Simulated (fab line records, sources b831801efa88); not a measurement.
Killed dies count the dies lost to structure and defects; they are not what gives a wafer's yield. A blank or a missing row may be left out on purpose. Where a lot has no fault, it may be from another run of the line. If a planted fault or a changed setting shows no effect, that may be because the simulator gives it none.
fab line records    flow gf180mcu    part 1 of 2: steps 1 to 28 of 37
record: lots: 5  wafers: 15  last_day: 33
route steps=602 shown M4@459 V4@476
lots with no fault: from the same line, run without faults
start_h: hours from the record's first day to the start of the lot's first wafer shown    wait_h: hours since the lot's step before    " repeats the value in the row above    L1.1+2: a row that stands for several wafers    - no value, or no start given    * or withheld: withheld    < > ~ a bound
route shown NAME@n: names a module that has steps shown in the file, with the first one's number in the route    usual: average and standard deviation across the fault-free wafers    same: alike in all rows    chamber/n: place in a boat    sites: the reading at each site    _std_site: the values' standard deviation    _edge_site: the outer-site mean with the inner-site mean subtracted    radius_mm: for every site, how far away it sits from the centre of the wafer    mask NAME#n: copy n    behind: tool/chamber where the wafer was last shaped    hold: the reason the lot was held/the length of the hold in hours/how it ended    device: the n, p or np transistor that did not switch    end of line: tests run on the same wafers once the route is complete    a step with no rows: only its recipe    killed: the dies lost at the first sort to structure and to defects; this is not the yield of the wafer    map: a wafer's dies, marking killed ones x, the rest . and places with no die _
set.NAME: the run value of the setting; set.NAME@STEP: its run value at that earlier step    model.NAME: the simulator's own value behind a step, which no gauge read
lots at selected steps of the route; one table per step, one row per wafer
services: when a tool's chamber went out of use (start_h, in hours from the record's first day, below 0 if earlier), for how many hours, and the reason
== steps ==
step: GF_M4_SPUTTER_03
recipe: material: Ti  target_thk_nm: 10  substrate_temp_c: 300  chamber_pressure_pa: 0.3  power_w: 3000  time_s: 6.7
usual: throttle_valve_pct: 30.0/1.1
lot.wafer  tool            chamber  start_h  wait_h  throttle_valve_pct
L078.1     pvd_sputter-02  -        545.65   0.0     30.7
L078.2     "               -        "        "       31.9
L078.4     "               -        "        "       30.8
L080.1     pvd_sputter-04  -        564.16   0.0     28.8
L080.3     "               -        "        "       31.4
L080.5     "               -        "        "       30.1
L085.1     pvd_sputter-01  -        614.57   0.0     30.1
L085.5     "               -        "        "       29.9
L085.6     "               -        "        "       27.4
L086.1     pvd_sputter-02  -        619.75   0.0     31.7
L086.3     "               -        "        "       29.3
L086.6     "               -        "        "       29.2
L092.1     pvd_sputter-02  -        654.95   0.0     30.3
L092.2     "               -        "        "       31.6
L092.6     "               -        "        "       32.0
step: GF_M4_SPUTTER_04
recipe: material: TiN  target_thk_nm: 50  power_w: 6500  time_s: 41.7  chamber_pressure_pa: 0.4
usual: throttle_valve_pct: 30.0/1.1
lot.wafer  tool            chamber  start_h  wait_h  throttle_valve_pct
L078.1     pvd_sputter-02  -        545.67   0.0     30.6
L078.2     "               -        "        "       31.6
L078.4     "               -        "        "       30.3
L080.1     pvd_sputter-04  -        564.18   0.0     28.7
L080.3     "               -        "        "       31.0
L080.5     "               -        "        "       30.2
L085.1     pvd_sputter-01  -        614.59   0.0     30.6
L085.5     "               -        "        "       30.1
L085.6     "               -        "        "       27.8
L086.1     pvd_sputter-02  -        619.77   0.0     32.0
L086.3     "               -        "        "       29.0
L086.6     "               -        "        "       29.0
L092.1     pvd_sputter-02  -        654.97   0.0     30.4
L092.2     "               -        "        "       32.0
L092.6     "               -        "        "       31.9
step: GF_M4_RS_MEAS_05
recipe: thk_meas_gauge: four-point-probe  reads: TiN_of_M4_SPUTTER_04+Ti_of_M4_SPUTTER_03+AlCu_of_M4_SPUTTER_02+TiN_of_M4_SPUTTER_01+Ti_of_M4_SPUTTER_00
usual: M4_ALCU_RS: 0.0699/0.00081
lot.wafer  tool           chamber  start_h  wait_h  M4_ALCU_RS[ohm/sq]
L078.1     film_metro-02  -        545.71   0.0     0.0709
L078.2     "              -        "        "       0.0708
L078.4     "              -        "        "       0.0709
L080.1     film_metro-01  -        564.22   0.0     0.0704
L080.3     "              -        "        "       0.0701
L080.5     "              -        "        "       0.0703
L085.1     film_metro-02  -        614.63   0.0     0.0694
L085.5     "              -        "        "       0.0710
L085.6     "              -        "        "       0.0687
L086.1     film_metro-01  -        619.81   0.0     0.0695
L086.3     "              -        "        "       0.0698
L086.6     "              -        "        "       0.0700
L092.1     film_metro-01  -        655.01   0.0     0.0699
L092.2     "              -        "        "       0.0681
L092.6     "              -        "        "       0.0687
step: GF_M4_THK_MEAS_06
recipe: thk_meas_gauge: xrf  reads: AlCu_of_M4_SPUTTER_02
usual: M4_ALCU_THK: 445/5.6
lot.wafer  tool           chamber  start_h  wait_h  M4_ALCU_THK[nm]
L078.1     film_metro-02  -        545.83   0.1     438
L078.2     "              -        "        "       439
L078.4     "              -        "        "       438
L080.1     film_metro-01  -        564.34   0.1     445
L080.3     "              -        "        "       447
L080.5     "              -        "        "       446
L085.1     film_metro-02  -        614.75   0.1     451
L085.5     "              -        "        "       442
L085.6     "              -        "        "       454
L086.1     film_metro-01  -        619.93   0.1     449
L086.3     "              -        "        "       448
L086.6     "              -        "        "       447
L092.1     film_metro-01  -        655.13   0.1     447
L092.2     "              -        "        "       454
L092.6     "              -        "        "       452
step: GF_M4_DEHYDRATE_07
recipe: temp_c: 200  time_s: 60
usual: heater_power_total_W: 160.35/0.13
lot.wafer  tool            chamber  start_h  wait_h  heater_power_total_W
L078.1     litho_track-02  0        556.58   10.7    160.33
L078.2     "               0        "        "       160.18
L078.4     "               0        "        "       160.40
L080.1     litho_track-02  0        574.07   9.7     160.37
L080.3     "               0        "        "       160.40
L080.5     "               0        "        "       160.61
L085.1     litho_track-02  0        624.57   9.8     160.30
L085.5     "               0        "        "       160.54
L085.6     "               0        "        "       160.17
L086.1     litho_track-02  0        629.47   9.5     160.17
L086.3     "               0        "        "       160.49
L086.6     "               0        "        "       160.26
L092.1     litho_track-03  0        663.99   8.9     160.34
L092.2     "               0        "        "       160.28
L092.6     "               0        "        "       160.17
step: GF_M4_HMDS_08
recipe: prime_time_s: 60  prime_temp_c: 120
lot.wafer   tool            chamber  start_h  wait_h
L078.1+2+4  litho_track-02  0        556.73   0.1
L080.1+3+5  litho_track-02  0        574.22   0.1
L085.1+5+6  litho_track-02  0        624.72   0.1
L086.1+3+6  litho_track-02  0        629.62   0.1
L092.1+2+6  litho_track-03  0        664.14   0.1
step: GF_M4_COAT_09
recipe: resist: KrF  spin_rpm: withheld  resist_thk_nm: 1000
usual: dispense_pressure_kPa: 48/3.4
lot.wafer  tool            chamber  start_h  wait_h  dispense_pressure_kPa
L078.1     litho_track-02  0        556.88   0.1     49
L078.2     "               0        "        "       49
L078.4     "               0        "        "       49
L080.1     litho_track-02  0        574.37   0.1     49
L080.3     "               0        "        "       49
L080.5     "               0        "        "       49
L085.1     litho_track-02  0        624.87   0.1     49
L085.5     "               0        "        "       49
L085.6     "               0        "        "       49
L086.1     litho_track-02  0        629.77   0.1     49
L086.3     "               0        "        "       49
L086.6     "               0        "        "       49
L092.1     litho_track-03  0        664.29   0.1     52
L092.2     "               0        "        "       52
L092.6     "               0        "        "       52
step: GF_M4_SOFTBAKE_10
recipe: temp_c: 130  time_s: 60  resist: KrF
usual: heater_power_total_W: 93.06/0.059
lot.wafer  tool            chamber  start_h  wait_h  heater_power_total_W
L078.1     litho_track-02  0        557.03   0.1     93.07
L078.2     "               0        "        "       93.09
L078.4     "               0        "        "       92.93
L080.1     litho_track-02  0        574.52   0.1     93.04
L080.3     "               0        "        "       93.12
L080.5     "               0        "        "       93.00
L085.1     litho_track-02  0        625.02   0.1     93.08
L085.5     "               0        "        "       93.06
L085.6     "               0        "        "       92.92
L086.1     litho_track-02  0        629.92   0.1     93.10
L086.3     "               0        "        "       93.14
L086.6     "               0        "        "       92.95
L092.1     litho_track-03  0        664.44   0.1     92.99
L092.2     "               0        "        "       93.07
L092.6     "               0        "        "       93.11
step: GF_M4_EXPOSE_11
recipe: mask_id: Metal4  target_cd_nm: 280  na: 0.68  source_shape: conventional  sigma_outer: 0.6  dose_mj: 28
lot.wafer   tool            chamber  start_h  wait_h  mask
L078.1+2+4  krf_scanner-01  0        -        -       Metal4#0
L080.1+3+5  krf_scanner-01  0        -        -       Metal4#0
L085.1+5+6  krf_scanner-01  0        -        -       Metal4#0
L086.1+3+6  krf_scanner-01  0        -        -       Metal4#0
L092.1+2+6  krf_scanner-01  0        -        -       Metal4#0
step: GF_M4_PEB_12
recipe: peb_temp_c: 135  peb_time_s: 90  resist: KrF
usual: heater_power_total_W: 85.71/0.08
same: peb_time_s: 90
lot.wafer  tool            chamber  start_h  wait_h  heater_power_total_W
L078.1     litho_track-02  0        -        -       85.74
L078.2     "               0        "        "       85.68
L078.4     "               0        "        "       85.77
L080.1     litho_track-02  0        -        -       85.66
L080.3     "               0        "        "       85.77
L080.5     "               0        "        "       85.76
L085.1     litho_track-01  0        -        -       85.71
L085.5     "               0        "        "       85.60
L085.6     "               0        "        "       85.87
L086.1     litho_track-01  0        -        -       85.66
L086.3     "               0        "        "       85.73
L086.6     "               0        "        "       85.74
L092.1     litho_track-01  0        -        -       85.82
L092.2     "               0        "        "       85.67
L092.6     "               0        "        "       85.59
step: GF_M4_DEVELOP_13
recipe: develop_time_s: 60  dev_temp_c: 21.99
lot.wafer   tool            chamber  start_h  wait_h
L078.1+2+4  litho_track-02  0        568.03   0.2
L080.1+3+5  litho_track-02  0        584.62   0.2
L085.1+5+6  litho_track-01  0        634.90   0.2
L086.1+3+6  litho_track-01  0        639.90   0.2
L092.1+2+6  litho_track-01  0        673.95   0.2
step: GF_M4_CD_MEAS_14
recipe: target_cd_nm: 280
usual: cd_nm: 280.3/1.2
lot.wafer  tool       chamber  start_h  wait_h  cd_nm
L078.1     cd_sem-01  -        568.18   0.1     280.0
L078.2     "          -        "        "       279.6
L078.4     "          -        "        "       279.9
L080.1     cd_sem-02  -        584.77   0.1     279.0
L080.3     "          -        "        "       278.8
L080.5     "          -        "        "       278.0
L085.1     cd_sem-01  -        635.05   0.1     280.7
L085.5     "          -        "        "       279.7
L085.6     "          -        "        "       281.0
L086.1     cd_sem-01  -        640.05   0.1     280.6
L086.3     "          -        "        "       279.9
L086.6     "          -        "        "       280.2
L092.1     cd_sem-02  -        674.10   0.1     279.6
L092.2     "          -        "        "       280.6
L092.6     "          -        "        "       279.1
step: GF_M4_OVL_MEAS_15
usual: M4_OVL: 2/4.9
lot.wafer  tool        chamber  start_h  wait_h  M4_OVL[nm]
L078.1     overlay-02  -        568.30   0.1     2
L078.2     "           -        "        "       -1
L078.4     "           -        "        "       9
L080.1     overlay-02  -        584.89   0.1     9
L080.3     "           -        "        "       1
L080.5     "           -        "        "       7
L085.1     overlay-01  -        635.17   0.1     -1
L085.5     "           -        "        "       -1
L085.6     "           -        "        "       2
L086.1     overlay-01  -        640.17   0.1     7
L086.3     "           -        "        "       4
L086.6     "           -        "        "       4
L092.1     overlay-01  -        674.22   0.1     -5
L092.2     "           -        "        "       -5
L092.6     "           -        "        "       -3
step: GF_M4_METAL_ETCH_16
recipe: chemistry: Cl2/BCl3  mask_material: KrF  target_depth_nm: 627.5  stop_on: SiO2  pressure_mtorr: 8  icp_w: 800  bias_w: 140  Cl2_flow_sccm: 80  bcl3_flow_sccm: 40  time_s: 104.6
usual: drypump_motor_current_A: 5.56/0.28  mfc_cl2_sccm: 79.98/0.24  oes_product_au: 0.972/0.0066  rf_fwd_power_W: 794.8/2.9  throttle_valve_pct: 28.250/0.01
lot.wafer  tool          chamber  start_h  wait_h  drypump_motor_current_A  mfc_cl2_sccm  oes_product_au  rf_fwd_power_W  rf_hours_counter_h  throttle_valve_pct
L078.1     rie_metal-02  0        568.33   0.0     5.10                     79.88         0.971           794.0           8                   28.257
L078.2     "             1        "        "       5.73                     80.03         0.969           793.4           0                   28.276
L078.4     "             1        "        "       5.72                     80.20         0.955           794.7           -                   28.267
L080.1     rie_metal-04  0        584.93   0.0     5.74                     79.65         0.971           793.8           5                   28.239
L080.3     "             1        "        "       5.30                     79.99         0.966           792.8           -                   28.259
L080.5     "             1        "        "       5.30                     80.20         0.973           793.2           -                   28.254
L085.1     rie_metal-01  1        635.21   0.0     5.86                     79.76         0.977           795.5           11                  28.247
L085.5     "             0        "        "       5.76                     80.07         0.957           804.8           -                   28.267
L085.6     "             1        "        "       5.84                     79.76         0.967           793.6           -                   28.230
L086.1     rie_metal-01  0        640.21   0.0     5.78                     79.89         0.982           796.7           3                   28.249
L086.3     "             0        "        "       5.76                     79.83         0.975           797.3           -                   28.244
L086.6     "             1        "        "       5.85                     80.62         0.970           798.1           -                   28.247
L092.1     rie_metal-01  0        674.26   0.0     5.73                     80.28         0.961           797.6           4                   28.252
L092.2     "             1        "        "       5.86                     79.83         0.982           796.7           13                  28.249
L092.6     "             1        "        "       5.87                     79.71         0.980           795.4           -                   28.259
step: GF_M4_STRIP_17
recipe: chemistry: O2/N2  power_w: 1400  pressure_mtorr: 1500  platen_temp_c: 250  o2_flow_sccm: 3000  n2_flow_sccm: 300  overash_fraction: 0.5
usual: drypump_motor_current_A: 5.5/0.54  heater_power_w: 338/19  oes_product_au: 0.556/0.005  strip_time_to_endpoint_s: 7.83/0.062
lot.wafer  tool             chamber  start_h  wait_h  drypump_motor_current_A  heater_power_w  oes_product_au  rf_hours_counter_h  strip_time_to_endpoint_s
L078.1     plasma_asher-04  0        568.44   0.1     5.3                      318             0.562           86                  7.87
L078.2     "                1        "        "       6.1                      341             0.550           86                  7.90
L078.4     "                0        "        "       5.3                      316             0.557           -                   7.86
L080.1     plasma_asher-01  1        585.04   0.1     6.0                      320             0.569           79                  7.94
L080.3     "                0        "        "       4.7                      352             0.558           -                   7.87
L080.5     "                0        "        "       4.7                      361             0.551           -                   7.83
L085.1     plasma_asher-01  1        635.32   0.1     6.0                      323             0.560           84                  7.87
L085.5     "                0        "        "       4.7                      366             0.558           -                   7.83
L085.6     "                1        "        "       6.0                      324             0.561           -                   7.87
L086.1     plasma_asher-01  0        640.32   0.1     4.7                      367             0.552           85                  7.80
L086.3     "                0        "        "       4.7                      364             0.554           -                   7.79
L086.6     "                0        "        "       4.7                      349             0.544           -                   7.81
L092.1     plasma_asher-01  1        674.37   0.1     6.1                      314             0.549           88                  7.79
L092.2     "                0        "        "       4.7                      357             0.556           88                  7.87
L092.6     "                1        "        "       6.0                      326             0.555           -                   7.85
step: GF_M4_STRIP_18
recipe: chemistry: post_etch_residue_remover  time_s: 1200  temp_c: 72.5
usual: temp_c: 72.49/0.11
lot.wafer  tool          chamber  start_h  wait_h  temp_c
L078.1     wet_bench-01  1        568.54   0.1     72.37
L078.2     "             1        "        "       72.45
L078.4     "             1        "        "       72.33
L080.1     wet_bench-01  2        585.14   0.1     72.40
L080.3     "             2        "        "       72.41
L080.5     "             2        "        "       72.49
L085.1     wet_bench-02  1        635.42   0.1     72.50
L085.5     "             1        "        "       72.47
L085.6     "             1        "        "       72.56
L086.1     wet_bench-03  2        640.42   0.1     72.40
L086.3     "             2        "        "       72.33
L086.6     "             2        "        "       72.20
L092.1     wet_bench-02  2        674.47   0.1     72.65
L092.2     "             2        "        "       72.54
L092.6     "             2        "        "       72.61
step: GF_M4_CLEAN_19
recipe: chemistry: DIW  dry: n2_spin
lot.wafer   tool          chamber  start_h  wait_h
L078.1+2+4  wet_bench-03  1        568.92   0.0
L080.1+3+5  wet_bench-03  1        585.48   0.0
L085.1+5+6  wet_bench-02  3        635.76   0.0
L086.1+3+6  wet_bench-03  1        640.76   0.0
L092.1+2+6  wet_bench-01  3        674.81   0.0
step: GF_V4_CVD_00
recipe: material: SiO2  target_thk_nm: 600  sigma_open_frac: 0.3  temp_c: 400  time_s: 100  sih4_flow_sccm: 60  pressure_mtorr: 6
lot.wafer   tool       chamber  start_h  wait_h
L078.1+2+4  hdpcvd-01  2,1,2    569.01   0.0
L080.1+3+5  hdpcvd-02  2,0,2    585.58   0.0
L085.1+5+6  hdpcvd-02  2,1,2    635.85   0.0
L086.1+3+6  hdpcvd-01  0,1,2    640.85   0.0
L092.1+2+6  hdpcvd-01  0,2,2    674.91   0.0
step: GF_V4_THK_MEAS_01
recipe: reads: SiO2_of_V4_CVD_00
usual: V4_CVD_00_THK: 601/7.4
lot.wafer  tool           chamber  start_h  wait_h  V4_CVD_00_THK[nm]
L078.1     film_metro-01  -        569.12   0.1     582
L078.2     "              -        "        "       604
L078.4     "              -        "        "       585
L080.1     film_metro-01  -        585.65   0.0     595
L080.3     "              -        "        "       606
L080.5     "              -        "        "       590
L085.1     film_metro-04  -        635.93   0.0     596
L085.5     "              -        "        "       602
L085.6     "              -        "        "       591
L086.1     film_metro-03  -        640.93   0.0     604
L086.3     "              -        "        "       614
L086.6     "              -        "        "       598
L092.1     film_metro-04  -        674.98   0.0     614
L092.2     "              -        "        "       606
L092.6     "              -        "        "       599
step: GF_V4_CVD_02
recipe: material: SiO2  target_thk_nm: 850  precursor: TEOS  temp_c: 400  time_s: 94.851  rf_w: 600
usual: heater_power_w: 651/85  rf_fwd_power_W: 595.9/2.2
lot.wafer  tool      chamber  start_h  wait_h  heater_power_w  rf_fwd_power_W
L078.1     pecvd-02  1        569.18   0.1     703             597.6
L078.2     "         0        "        "       611             593.9
L078.4     "         1        "        "       744             596.6
L080.1     pecvd-02  2        585.71   0.1     695             595.0
L080.3     "         0        "        "       709             592.2
L080.5     "         1        "        "       702             601.9
L085.1     pecvd-02  1        635.99   0.1     757             599.1
L085.5     "         1        "        "       792             598.8
L085.6     "         0        "        "       602             593.5
L086.1     pecvd-02  2        640.99   0.1     678             589.0
L086.3     "         0        "        "       650             594.9
L086.6     "         2        "        "       723             594.5
L092.1     pecvd-04  1        675.04   0.1     538             596.0
L092.2     "         0        "        "       746             595.3
L092.6     "         0        "        "       802             598.9
step: GF_V4_THK_MEAS_03
recipe: reads: SiO2_of_V4_CVD_02
usual: V4_CVD_02_THK: 845/13
lot.wafer  tool           chamber  start_h  wait_h  V4_CVD_02_THK[nm]
L078.1     film_metro-04  -        569.25   0.0     831
L078.2     "              -        "        "       841
L078.4     "              -        "        "       851
L080.1     film_metro-03  -        585.78   0.0     816
L080.3     "              -        "        "       854
L080.5     "              -        "        "       855
L085.1     film_metro-04  -        636.05   0.0     842
L085.5     "              -        "        "       856
L085.6     "              -        "        "       849
L086.1     film_metro-04  -        641.05   0.0     827
L086.3     "              -        "        "       828
L086.6     "              -        "        "       844
L092.1     film_metro-04  -        675.11   0.0     862
L092.2     "              -        "        "       846
L092.6     "              -        "        "       848
step: GF_V4_CMP_04
recipe: material: SiO2  down_force_psi: 4  platen_rpm: 60  pad_velocity_m_s: 0.94248
usual: motor_current_A: 11.8/0.93  time_to_endpoint_s: 81/7.1
lot.wafer  tool    chamber  start_h  wait_h  motor_current_A  time_to_endpoint_s
L078.1     cmp-02  0        569.31   0.1     13.5             69
L078.2     "       2        "        "       12.6             75
L078.4     "       3        "        "       12.9             78
L080.1     cmp-02  1        585.84   0.1     11.0             70
L080.3     "       3        "        "       12.5             81
L080.5     "       2        "        "       12.0             79
L085.1     cmp-02  1        636.16   0.1     10.6             86
L085.6     "       0        "        "       12.6             86
L085.5     "       1        "        "       10.9             89
L086.1     cmp-02  2        641.16   0.1     12.1             71
L086.3     "       3        "        "       12.6             80
L086.6     "       2        "        "       12.2             80
L092.2     cmp-02  2        675.22   0.1     11.8             76
L092.1     "       0        "        "       12.8             82
L092.6     "       2        "        "       12.5             82
step: GF_V4_BOW_MEAS_05
recipe: mode: bow
usual: V4_BOW: 137/9.2
lot.wafer  tool           chamber  start_h  wait_h  V4_BOW[um]
L078.1     film_metro-04  -        569.61   0.2     138
L078.2     "              -        "        "       148
L078.4     "              -        "        "       153
L080.1     film_metro-03  -        586.14   0.2     129
L080.3     "              -        "        "       151
L080.5     "              -        "        "       143
L085.1     film_metro-04  -        636.41   0.2     153
L085.5     "              -        "        "       140
L085.6     "              -        "        "       145
L086.1     film_metro-01  -        641.41   0.2     140
L086.3     "              -        "        "       150
L086.6     "              -        "        "       134
L092.1     film_metro-04  -        675.47   0.1     133
L092.2     "              -        "        "       136
L092.6     "              -        "        "       149
step: GF_V4_DEHYDRATE_06
recipe: temp_c: 200  time_s: 60
usual: heater_power_total_W: 160.38/0.12
lot.wafer  tool            chamber  start_h  wait_h  heater_power_total_W
L078.1     litho_track-02  0        580.17   10.5    160.27
L078.2     "               0        "        "       160.18
L078.4     "               0        "        "       160.36
L080.1     litho_track-04  0        596.08   9.9     160.44
L080.3     "               0        "        "       160.43
L080.5     "               0        "        "       160.41
L085.1     litho_track-02  0        646.12   9.7     160.26
L085.5     "               0        "        "       160.56
L085.6     "               0        "        "       160.29
L086.1     litho_track-02  0        651.22   9.8     160.37
L086.3     "               0        "        "       160.43
L086.6     "               0        "        "       160.32
L092.1     litho_track-04  0        684.33   8.8     160.38
L092.2     "               0        "        "       160.35
L092.6     "               0        "        "       160.55
step: GF_V4_HMDS_07
recipe: prime_time_s: 60  prime_temp_c: 120
lot.wafer   tool            chamber  start_h  wait_h
L078.1+2+4  litho_track-02  0        580.32   0.1
L080.1+3+5  litho_track-04  0        596.23   0.1
L085.1+5+6  litho_track-02  0        646.27   0.1
L086.1+3+6  litho_track-02  0        651.37   0.1
L092.1+2+6  litho_track-04  0        684.48   0.1
step: GF_V4_COAT_08
recipe: resist: BARC  temp_c: withheld  time_s: withheld  spin_rpm: withheld  resist_thk_nm: withheld
usual: dispense_pressure_kPa: 46.3/2.2
lot.wafer  tool            chamber  start_h  wait_h  dispense_pressure_kPa
L078.1     litho_track-02  0        580.47   0.1     48.6
L078.2     "               0        "        "       48.6
L078.4     "               0        "        "       48.6
L080.1     litho_track-04  0        596.38   0.1     45.5
L080.3     "               0        "        "       45.5
L080.5     "               0        "        "       45.5
L085.1     litho_track-02  0        646.42   0.1     48.6
L085.5     "               0        "        "       48.6
L085.6     "               0        "        "       48.7
L086.1     litho_track-02  0        651.52   0.1     48.6
L086.3     "               0        "        "       48.6
L086.6     "               0        "        "       48.6
L092.1     litho_track-04  0        684.63   0.1     45.5
L092.2     "               0        "        "       45.5
L092.6     "               0        "        "       45.5
step: GF_V4_COAT_09
recipe: resist: KrF  spin_rpm: withheld  resist_thk_nm: 1000
usual: dispense_pressure_kPa: 46.3/2.2
lot.wafer  tool            chamber  start_h  wait_h  dispense_pressure_kPa
L078.1     litho_track-02  0        -        -       48.6
L078.2     "               0        "        "       48.6
L078.4     "               0        "        "       48.6
L080.1     litho_track-04  0        -        -       45.6
L080.3     "               0        "        "       45.5
L080.5     "               0        "        "       45.6
L085.1     litho_track-02  0        -        -       48.6
L085.5     "               0        "        "       48.7
L085.6     "               0        "        "       48.6
L086.1     litho_track-02  0        -        -       48.6
L086.3     "               0        "        "       48.6
L086.6     "               0        "        "       48.6
L092.1     litho_track-04  0        -        -       45.5
L092.2     "               0        "        "       45.5
L092.6     "               0        "        "       45.5
step: GF_V4_SOFTBAKE_10
recipe: temp_c: 130  time_s: 60  resist: KrF
usual: heater_power_total_W: 93.06/0.056
lot.wafer  tool            chamber  start_h  wait_h  heater_power_total_W
L078.1     litho_track-02  0        -        -       92.97
L078.2     "               0        "        "       93.17
L078.4     "               0        "        "       93.04
L080.1     litho_track-04  0        -        -       93.09
L080.3     "               0        "        "       93.02
L080.5     "               0        "        "       93.12
L085.1     litho_track-02  0        -        -       92.97
L085.5     "               0        "        "       93.14
L085.6     "               0        "        "       92.95
L086.1     litho_track-02  0        -        -       93.06
L086.3     "               0        "        "       93.13
L086.6     "               0        "        "       93.08
L092.1     litho_track-04  0        -        -       92.98
L092.2     "               0        "        "       92.98
L092.6     "               0        "        "       93.06
